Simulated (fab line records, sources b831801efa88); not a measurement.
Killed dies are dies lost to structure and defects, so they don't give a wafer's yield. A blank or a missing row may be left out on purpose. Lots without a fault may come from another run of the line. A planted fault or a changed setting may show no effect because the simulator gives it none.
One fault seen from 2 desks | flow gf180mcu | each desk has only its own numbers; what lay behind them comes last

THE METROLOGY DESK
What the gauges read, lot by lot, whatever tool the lot ran on: means of the sampled wafers that have a number. A lot is out of limits, marked OUT, if its mean lies more than 4 standard deviations from the usual mean; the brackets give that distance.
Columns: A = cd_nm at GF_POLY_GATE_CD_MEAS_18, usual 280.4 nm; B = cd_nm at GF_HV_LDD_CD_MEAS_31, usual 401.2 nm; C = HV_LDD_02_OVL at GF_HV_LDD_OVL_MEAS_32, usual -0.1 nm; D = NSD_RS at GF_PSD_RS_MEAS_14, usual 46.15 ohm/sq
lot  | first seen here | A     | B     | C    | D
L631 | day 9 07:03     | 280.7 | 398.6 | -0.1 | 46.26
L635 | day 10 10:53    | 281.3 | 401.1 | 0.2  | 46.10
L636 | day 10 14:27    | 281.2 | 400.7 | -0.9 | 46.15
L637 | day 11 01:14    | 281.8 | 402.4 | 0.5  | 46.32
L638 | day 11 07:24    | 279.7 | 401.3 | 0.4  | 46.11
L640 | day 11 19:44    | 281.2 | 401.9 | -0.3 | 44.63 (-16) OUT
L643 | day 12 22:29    | 278.3 | 398.2 | 0.7  | 44.86 (-13) OUT
L650 | day 15 02:38    | 279.5 | 403.3 | -0.9 | 46.11
L651 | day 15 06:53    | 279.8 | 402.1 | 0.3  | 46.22
L652 | day 15 13:05    | 280.3 | 401.8 | 1.8  | 46.11
L653 | day 15 23:17    | 280.9 | 404.3 | 2.1  | 46.12
L654 | day 16 04:40    | 279.9 | 400.7 | -0.4 | 46.08
This desk's finding: out of limits on L640, L643; first on L640, day 17 06:31 (NSD_RS at GF_PSD_RS_MEAS_14). In limits: L631, L635, L636, L637, L638, L650, L651, L652, L653, L654.

THE TOOL OWNER'S DESK: implanter-02
The tool's own readings at GF_NSD_IMPLANT_09: means of the sampled wafers that have a number, for each lot that ran on this tool. A lot is out of limits, marked OUT, if its mean lies more than 4 standard deviations from the usual mean; the brackets give that distance.
Columns: A = beam_energy_keV at GF_NSD_IMPLANT_09, usual 59.999; B = end_station_pressure_torr at GF_NSD_IMPLANT_09, usual 1.32e-05 Torr
lot  | first seen here | A                        | B
L635 | day 14 16:16    | 59.989                   | 1.39e-05
L638 | day 15 17:44    | 60.007                   | 1.41e-05
L640 | day 16 07:34    | 64.630 (+99 or more) OUT | 1.39e-05
L643 | day 17 12:49    | 64.660 (+99 or more) OUT | 1.38e-05
L650 | day 20 02:42    | 59.990                   | 1.40e-05
L652 | day 20 12:49    | 59.998                   | 1.35e-05
This desk's finding: out of limits on L640, L643; first on L640, day 16 07:34 (beam_energy_keV at GF_NSD_IMPLANT_09). In limits: L635, L638, L650, L652.

PUT TOGETHER
The tool owner's desk could have raised an alarm at day 16 07:34, on L640, L643.
The metrology desk could have raised an alarm at day 17 06:31, on L640, L643.
Of the lots named, all ran GF_NSD_IMPLANT_09 on implanter-02.

WHAT THE SIMULATOR HAD PUT IN
Process parameter drift: implanter-02, from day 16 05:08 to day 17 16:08, at GF_NSD_IMPLANT_09. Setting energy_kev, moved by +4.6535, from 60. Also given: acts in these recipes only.
Lots struck among those shown: L640, L643.
Hours from the fault's start to each desk's first reading out of limits: the tool owner's desk, 2; the metrology desk, 25.
